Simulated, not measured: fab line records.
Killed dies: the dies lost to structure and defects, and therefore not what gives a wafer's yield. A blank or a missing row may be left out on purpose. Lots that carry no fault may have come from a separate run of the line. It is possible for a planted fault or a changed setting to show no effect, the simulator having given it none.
The tool behind it: which one? -- flow gf180mcu -- 7 lots (21 wafers sampled), 1 step of a 602-step route

## WHAT THE GAUGES READ, wafer by wafer
GF_DNWELL_TW_MEAS_09.
lot,measured,on,DNWELL_TW
L788,day 3 04:53,filmMetro-03,1346 1343 1341
L790,day 3 18:11,filmMetro-03,1350 1352 1348
L792,day 4 02:59,filmMetro-04,1354 1345 1349
L796,day 5 01:10,filmMetro-02,1362 1355 1358
L798,day 5 09:50,filmMetro-02,1361 1361 1361
L803,day 6 13:42,filmMetro-04,1349 1349 1348
L809,day 8 02:05,filmMetro-04,1356 1348 1360

## EACH LOT AND THE TOOL THAT RAN IT (in order: tool; ch and the chambers of the sampled wafers; start)
There is no process step in the record ahead of these readings.

## THE ANSWER, worked out from the rows above alone
Rule: the lots themselves supply what counts as usual. Put in order of their means at a reading, lots are off if they are a third of the lots or fewer, leave a main group of 4 or more, and stand apart from it by a gap of 3 or more times the standard deviation of the main group's means; of several such gaps the widest counts. The tables above print the reading to a certain number of digits; a main group whose means all agree to those digits is not used. Also off: a lot with no number at a reading for which 4 or more lots have one. The other lots that the step has rows for count as sound.
Across all readings shown, no lot is off: no conclusion can be drawn from this.

## WHAT WAS PUT IN BY THE SIMULATOR
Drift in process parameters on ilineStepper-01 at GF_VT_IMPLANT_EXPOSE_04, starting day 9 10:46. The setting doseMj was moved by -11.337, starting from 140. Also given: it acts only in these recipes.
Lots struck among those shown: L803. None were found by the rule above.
